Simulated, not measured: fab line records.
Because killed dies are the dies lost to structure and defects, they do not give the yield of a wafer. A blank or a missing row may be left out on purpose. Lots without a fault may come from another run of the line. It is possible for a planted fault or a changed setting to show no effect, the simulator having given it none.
A lot that was struck, set against a sound lot | flow sky130 | 14 out of 708 route steps
Sound: these wafers, L548.1, L548.3, L548.5. Wafers L542.2, L542.4, L542.5 were the ones struck. The cause is given at the end.
Each step with rows lists, per side, the tool, then ch with its chambers, then its first start. Under that, the readings that differ: sound wafers | struck wafers | difference of the means | sigmas: that difference in standard deviations of wafers without a fault.
alike: a reading whose means differ by less than 2 such deviations, as well as words and numbers matching on both sides. not compared: withheld readings; readings where some wafer has no value; bounds like >300 that might hide an equal value; numbers whose values overlap and for which the record gives no deviation.
The two part at a step that has a row with sigmas, a row that says differs or no value, or rows on one side only. Numbers that don't overlap but have no deviation are shown without sigmas and don't part them. Lack of a reading on every wafer of one side parts them only where that side has two or more wafers.

first, 1 step without rows for these wafers: SKY_LOCAL_INTERCONNECT_CLEAN_18 (cleans in O3/DIW).
SKY_CONTACT_CVD_00: deposits Si3N4, target thk 75 nm.
  sound on pecvd-03 ch 0,1,2, day 34 23:50; struck on pecvd-04 ch 0,1,2, day 32 21:17
  alike: heaterPowerW
SKY_CONTACT_THK_MEAS_01:
  sound on filmMetro-02, day 34 23:52; struck on filmMetro-01, day 32 21:20
  alike: CONTACT_CVD_00_THK
then, 1 step without rows for these wafers: SKY_CONTACT_HDPCVD_02 (deposits SiO2, target thk 565 nm, time 94.2 s).
SKY_CONTACT_THK_MEAS_03:
  sound on filmMetro-03, day 35 00:00; struck on filmMetro-02, day 32 21:28
  alike: CONTACT_HDPCVD_THK
SKY_CONTACT_CMP_04: polishes SiO2.
  sound on cmp-02 ch 1,3, day 35 00:07; struck on cmp-02 ch 2,3, day 32 21:31
  alike: motorCurrentA, timeToEndpointS
SKY_CONTACT_BOW_MEAS_05:
  sound on filmMetro-01, day 35 00:22; struck on filmMetro-01, day 32 21:50
  alike: CONTACT_BOW
then, 4 steps without rows for these wafers: SKY_CONTACT_DEHYDRATE_06 (time 60 s); SKY_CONTACT_HMDS_07 (prime time 60 s); SKY_CONTACT_COAT_08 (resist thk 60 nm); SKY_CONTACT_COAT_09 (resist thk 450 nm).
SKY_CONTACT_SOFTBAKE_10: time 91.97 s.
  sound: lithoTrack-04 ch 0; struck: lithoTrack-01 ch 0
  alike: plateSensorTCentreC, plateSensorTEdgeC
SKY_CONTACT_EXPOSE_11: exposes mask CTM1, target cd 170 nm.
  sound on krfScanner-02 ch 0, day 35 13:27; struck on krfScanner-01, day 33 12:17
  no value came back on the struck wafers for exposureDoseMJCm2, focusOffsetNm (nm); on the sound wafers exposureDoseMJCm2 reads 38.04 38.05 38.04
  alike: mask
following that, these wafers have no rows for 1 step: SKY_CONTACT_PEB_12.

## WHERE THEY PART
Within this record, at SKY_CONTACT_EXPOSE_11 only.

WHY: what had been put in by the simulator
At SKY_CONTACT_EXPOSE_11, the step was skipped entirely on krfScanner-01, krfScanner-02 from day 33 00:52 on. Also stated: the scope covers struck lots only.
